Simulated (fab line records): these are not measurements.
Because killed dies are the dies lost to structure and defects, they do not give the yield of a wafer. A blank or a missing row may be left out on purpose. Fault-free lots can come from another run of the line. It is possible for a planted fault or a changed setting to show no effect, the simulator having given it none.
Which tool was responsible? ; flow sky130 ; 6 lots with 18 wafers sampled at 3 steps, on a route of 708 steps

## WHAT THE GAUGES SHOWED, per wafer
SKY_VIA3_BOW_MEAS_03.
lot;measured;on;VIA3_BOW (um)
L609;day 39 05:33;film metro-02;77 88 79
L613;day 40 08:48;film metro-04;87 84 80
L616;day 41 17:05;film metro-04;86 81 75
L620;day 42 14:40;film metro-04;75 86 83
L622;day 43 09:50;film metro-01;77 90 89
L630;day 45 13:00;film metro-02;69 79 80

## TOOL THAT RAN EACH LOT (tool first, then ch and the chambers of the sampled wafers, then the start)
lot;SKY_RES_XHIGH_STRIP_08;SKY_METAL3_DESCUM_15
L609;plasma asher-02 ch 0,1, day 27 09:40;rie metal-03 ch 0,1, day 39 04:04
L613;plasma asher-01 ch 0,1, day 28 18:17;rie metal-02 ch 0,1, day 40 07:19
L616;plasma asher-02 ch 0,1, day 30 04:55;rie metal-02 ch 0,1, day 41 15:34
L620;plasma asher-02 ch 0,1, day 31 06:58;rie metal-03 ch 0,1, day 42 13:11
L622;plasma asher-02 ch 0,1, day 32 05:01;rie metal-03 ch 0,1, day 43 08:22
L630;plasma asher-04 ch 0,1, day 34 19:57;rie metal-01 ch 0,1, day 45 11:32
- SKY_RES_XHIGH_STRIP_08: strips in O2/N2.
- SKY_METAL3_DESCUM_15: chemistry O2, time 8 s.

## THE ANSWER, worked out from the rows above alone
Rule: usual is defined by the lots themselves. The widest of any qualifying gaps counts: lots, ordered by their means at a reading, are off when they make up no more than a third of the lots, leave a main group of 4 or more, and stand apart from it by 3 or more times the standard deviation of that group's means. Not used: any main group whose means are identical at the precision the tables above print for the reading. A lot without any number at a reading at which 4 lots or more have one is off too. Any other lot the step has rows for is counted as sound.
Across all readings shown, no lot is off: no conclusion can be drawn from this.

## WHAT WAS PUT IN BY THE SIMULATOR
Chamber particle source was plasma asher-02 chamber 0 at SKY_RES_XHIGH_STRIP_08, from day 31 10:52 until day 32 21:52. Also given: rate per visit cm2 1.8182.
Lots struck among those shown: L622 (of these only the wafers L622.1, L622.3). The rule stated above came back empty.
